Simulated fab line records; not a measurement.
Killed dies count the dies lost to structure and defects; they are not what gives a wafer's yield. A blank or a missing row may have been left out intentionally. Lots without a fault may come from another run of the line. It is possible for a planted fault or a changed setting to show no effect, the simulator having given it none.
One fault through the eyes of 2 desks    flow gf180mcu    only its own numbers are on each desk; what lay behind them is given at the end

## DESK OF THE TOOL OWNER: iline_stepper-01
The tool's own readings at GF_VT_IMPLANT_EXPOSE_15 (exposes mask Nwell LV AREA, target cd 860 nm): means of the sampled wafers that have a number, for each lot that ran on this tool. If a lot's mean is further than 4 standard deviations from the usual mean, the lot is out of limits and carries the mark OUT (the distance appears in the brackets).
Columns: A = exposure_dose_mJ_cm2 at GF_VT_IMPLANT_EXPOSE_15, usual 139.98; B = focus_offset_nm at GF_VT_IMPLANT_EXPOSE_15, usual 0.1 nm; C = reticle_temp_C at GF_VT_IMPLANT_EXPOSE_15, usual 23.00 C
lot   first seen here  A       B     C
L846  day 6 07:16      140.01  0.0   23.00
L848  day 6 23:10      140.02  0.2   23.12
L850  day 7 10:16      140.09  0.5   23.05
L851  day 7 17:59      139.88  0.8   22.97
L857  day 9 06:37      139.90  0.1   23.03
L863  day 10 21:27     140.07  0.2   22.97
L865  day 11 09:44     140.01  -0.2  22.92
This desk found nothing out of limits on any of the 7 lots.

## AT THE METROLOGY DESK
Lot by lot, what the gauges showed, no matter which tool ran the lot: averages of those sampled wafers that carry a number. If a lot's mean is further than 4 standard deviations from the usual mean, the lot is out of limits and carries the mark OUT (the distance appears in the brackets).
Columns: A = STI_CVD_03_THK at GF_STI_THK_MEAS_04, usual 207.7 nm; B = VT_IMPLANT_OVL at GF_VT_IMPLANT_OVL_MEAS_07, usual -0.4 nm
lot   first seen here  A      B
L844  day 1 15:41      210.5  -1.6
L845  day 1 18:34      205.2  -2.0
L846  day 1 23:34      209.5  -0.3
L848  day 2 10:20      207.8  0.0
L850  day 2 19:34      212.3  -0.4
L851  day 3 00:34      209.6  -0.1
L854  day 3 16:46      206.8  -1.6
L857  day 4 06:35      206.4  -3.6
L861  day 5 02:34      205.2  0.3
L862  day 5 07:34      206.4  -0.8
L863  day 5 12:34      208.7  0.0
L864  day 5 17:34      208.2  -0.6
L865  day 5 22:34      205.9  -2.1
L866  day 6 03:37      205.4  1.5
This desk found nothing out of limits on any of the 14 lots.

## BROUGHT TOGETHER
The tool owner's desk saw nothing out of limits.
From the metrology desk's view, nothing was out of limits.

## WHAT THE SIMULATOR HAD INSERTED
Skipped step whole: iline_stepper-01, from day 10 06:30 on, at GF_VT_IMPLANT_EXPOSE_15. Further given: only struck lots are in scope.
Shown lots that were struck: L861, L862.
